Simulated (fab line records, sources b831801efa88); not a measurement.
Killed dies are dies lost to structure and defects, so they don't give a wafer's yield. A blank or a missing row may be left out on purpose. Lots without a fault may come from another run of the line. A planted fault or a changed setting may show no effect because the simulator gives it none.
Chamber matching | flow sky130 | SKY_POLY_GATE_ETCH_17 on rie_si-02: 4 sister chambers
The step etches poly-Si in HBr/Cl2, stops on SiO2, target depth 180 nm, time 70.5 s. 22 wafers are shown with their chamber, then 11 later ones without.

WAFERS WITH THEIR CHAMBER
wafer  | chamber | drypump_motor_current_A (A) | oes_product_au (a.u.) | throttle_valve_pct (%)
L076.1 | 2       | 6.5                         | 0.979                 | 33.674
L076.3 | 1       | 6.6                         | 0.984                 | 33.689
L076.5 | 0       | 5.9                         | 0.991                 | 33.677
L077.1 | 1       | 6.6                         | 1.003                 | 33.699
L077.2 | 3       | 6.3                         | 0.980                 | 33.686
L077.3 | 2       | 6.5                         | 0.988                 | 33.682
L081.4 | 3       | 6.2                         | 0.974                 | 33.692
L081.5 | 1       | 6.6                         | 0.985                 | 33.685
L081.6 | 2       | 6.5                         | 0.977                 | 33.680
L082.2 | 2       | 6.5                         | 0.985                 | 33.691
L082.4 | 3       | 6.3                         | 0.986                 | 33.674
L082.6 | 2       | 6.5                         | 0.988                 | 33.671
L083.1 | 3       | 6.2                         | 0.984                 | 33.677
L083.3 | 1       | 6.5                         | 0.990                 | 33.685
L083.5 | 2       | 6.5                         | 0.982                 | 33.684
L086.1 | 1       | 6.6                         | 0.982                 | 33.690
L086.4 | 3       | 6.3                         | 0.972                 | 33.676
L086.5 | 1       | 6.6                         | 0.986                 | 33.683
L088.2 | 3       | 6.2                         | 0.983                 | 33.684
L088.3 | 0       | 5.9                         | 1.001                 | 33.678
L088.5 | 2       | 6.4                         | 0.987                 | 33.674
L089.2 | 3       | 6.3                         | 0.981                 | 33.680

SIGNATURES (means of the wafers above)
reading                 | chamber 0 | chamber 1 | chamber 2 | chamber 3 | scatter within a chamber
drypump_motor_current_A | 5.900     | 6.583     | 6.486     | 6.257     | 0.0435
oes_product_au          | 0.99600   | 0.98833   | 0.98371   | 0.98000   | 0.00589
throttle_valve_pct      | 33.67750  | 33.68850  | 33.67943  | 33.68129  | 0.00626
Rule: a wafer's distance from a chamber is the root of the sum, over the readings, of the square of ((its reading less the chamber's mean) divided by the reading's scatter). The wafer belongs to the nearest chamber; if the next one is less than 2 further off, it can't be placed. The scatter: the root of (the sum of the squares of (reading less its chamber's mean) over the shown wafers, divided by (wafers less chambers)).

WAFERS WITHOUT THEIR CHAMBER
wafer  | drypump_motor_current_A (A) | oes_product_au (a.u.) | throttle_valve_pct (%)
L089.3 | 6.5                         | 0.990                 | 33.690
L089.5 | 6.5                         | 0.982                 | 33.679
L092.3 | 6.5                         | 0.990                 | 33.674
L092.4 | 6.5                         | 0.998                 | 33.683
L092.6 | 5.9                         | 0.995                 | 33.685
L094.1 | 5.9                         | 0.987                 | 33.692
L094.2 | 6.2                         | 0.977                 | 33.691
L094.6 | 6.5                         | 0.978                 | 33.694
L096.1 | 6.2                         | 0.975                 | 33.693
L096.3 | 5.9                         | 0.984                 | 33.679
L096.6 | 5.9                         | 0.988                 | 33.679

WHICH CHAMBER EACH WENT THROUGH
wafer  | from the rows above     | in truth
L089.3 | can't be placed: 1 or 2 | 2
L089.5 | 2                       | 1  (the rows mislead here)
L092.3 | can't be placed: 2 or 1 | 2
L092.4 | can't be placed: 2 or 1 | 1
L092.6 | 0                       | 0
L094.1 | 0                       | 0
L094.2 | 3                       | 3
L094.6 | can't be placed: 2 or 1 | 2
L096.1 | 3                       | 3
L096.3 | 0                       | 0
L096.6 | 0                       | 0
Placed correctly: 6 of 11. Can't be placed from these rows: 4 (the true chamber is among the candidates in 4). Placed wrongly: 1.
